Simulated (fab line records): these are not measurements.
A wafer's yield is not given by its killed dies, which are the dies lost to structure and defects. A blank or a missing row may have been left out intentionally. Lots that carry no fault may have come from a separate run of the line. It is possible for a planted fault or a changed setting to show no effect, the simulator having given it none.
Struck lot and sound lot, side by side | flow sky130 | 15 out of 708 route steps
Sound: wafers L231.2, L231.3, L231.5. Wafers struck: L233.1, L233.3, L233.4. The cause is named last.
Per side, at each step with rows, come the tool, then ch with its chambers, and then its first start. Under that, the readings that differ: sound wafers | struck wafers | difference of the means | sigmas: that difference in standard deviations of wafers without a fault.
alike: readings with means less than 2 such deviations apart, plus words and numbers identical on both sides. not compared: withheld readings, readings lacking a value on some wafer, bounds such as >300 that could conceal the same value, and numbers that have no deviation in the record and whose values overlap.
The two part at a step that has a row with sigmas, a row that says differs or no value, or rows on one side only. When numbers do not overlap yet have no deviation, they are printed without sigmas and do not part them. Lack of a reading on every wafer of one side parts them only where that side has two or more wafers.

SKY_VT_ADJUST_HVTR_OVL_MEAS_08:
  struck on overlay-02, day 11 12:59; sound on overlay-02, day 11 02:19
  alike: VT_ADJUST_HVTR_OVL
after that, 1 step had no rows for these wafers: SKY_VT_ADJUST_HVTR_IMPLANT_09.
SKY_VT_ADJUST_HVTR_STRIP_10: strips in O2/N2.
  sound on plasma_asher-01 ch 0, day 11 02:30; struck on plasma_asher-03 ch 0,1, day 11 13:10
  alike: drypump_motor_current_A, o2_flow_sccm, oes_product_au, strip_time_to_endpoint_s
  not compared: rf_hours_counter_h
SKY_VT_ADJUST_HVTR_TW_MEAS_11:
  struck on film_metro-03, day 11 13:16; sound on film_metro-04, day 11 02:37
  alike: VT_ADJUST_HVTR_TW
then, 7 steps without rows for these wafers: SKY_VT_ADJUST_PCH_DEHYDRATE_00 (time 60 s); SKY_VT_ADJUST_PCH_HMDS_01 (prime time 60 s); SKY_VT_ADJUST_PCH_COAT_02 (resist thk 3000 nm); SKY_VT_ADJUST_PCH_SOFTBAKE_03; SKY_VT_ADJUST_PCH_EXPOSE_04 (exposes mask NWM, target cd 840 nm); SKY_VT_ADJUST_PCH_PEB_05; SKY_VT_ADJUST_PCH_DEVELOP_06 (develop time 60 s).
SKY_VT_ADJUST_PCH_OVL_MEAS_07:
  struck on overlay-02, day 12 12:37; sound on overlay-02, day 12 01:28
  reading                | sound        | struck      | difference | sigmas
  VT_ADJUST_PCH_OVL (nm) | -1.5 0.8 0.2 | 1.9 4.1 2.1 | +2.9       | +2
SKY_VT_ADJUST_PCH_IMPLANT_08:
  sound on implanter-04 ch 0, day 12 01:31; struck on implanter-01 ch 0, day 12 12:39
  reading                          | sound                      | struck                       | difference | sigmas
  beam_on_s (s)                    | 10.30 10.08 9.75           | 11.17 11.30 10.82            | +1.05      | +6
  end_station_pressure_torr (Torr) | 4.46e-06 5.12e-06 5.14e-06 | 6.367e-05 6.29e-05 6.595e-05 | +5.927e-05 | +99 or more
  faraday_current_uA               | 2.74 2.81 2.89             | 2.44 2.40 2.53               | -0.36      | -6
SKY_VT_ADJUST_PCH_STRIP_09: strips in O2/N2.
  sound on plasma_asher-02 ch 0,1, day 12 01:39; struck on plasma_asher-04 ch 0,1, day 12 12:48
  alike: drypump_motor_current_A, o2_flow_sccm, oes_product_au, strip_time_to_endpoint_s
  not compared: rf_hours_counter_h
-- the record jumps here: 35 days lie between the struck wafers' starts before and after (it left off in module VT_ADJUST_PCH and takes up again in module PAD_OPEN, whose first step shown is number 708 of the route) --
SKY_PAD_OPEN_PROBE_99:
  struck on prober-02, day 47 14:05; sound on prober-01, day 47 02:47
  reading                                 | sound                   | struck                  | difference | sigmas
  model.etest.pfet_01v8_lvt.vt_long_v (V) | -0.6539 -0.6501 -0.6529 | -0.6303 -0.6339 -0.6324 | +0.0201    |
  alike: killed_at_M0_to_M3, killed_at_M4_up, killed_at_contacts, killed_at_front_end, killed_at_other, killed_dies, killed_open, killed_short

## WHERE THEY PART
Last at SKY_VT_ADJUST_PCH_IMPLANT_08 as far as this record goes, first at SKY_VT_ADJUST_PCH_OVL_MEAS_07. Later steps at which nothing parts them and some readings are alike: SKY_VT_ADJUST_PCH_STRIP_09, SKY_PAD_OPEN_PROBE_99.

WHY: whatever the simulator had introduced
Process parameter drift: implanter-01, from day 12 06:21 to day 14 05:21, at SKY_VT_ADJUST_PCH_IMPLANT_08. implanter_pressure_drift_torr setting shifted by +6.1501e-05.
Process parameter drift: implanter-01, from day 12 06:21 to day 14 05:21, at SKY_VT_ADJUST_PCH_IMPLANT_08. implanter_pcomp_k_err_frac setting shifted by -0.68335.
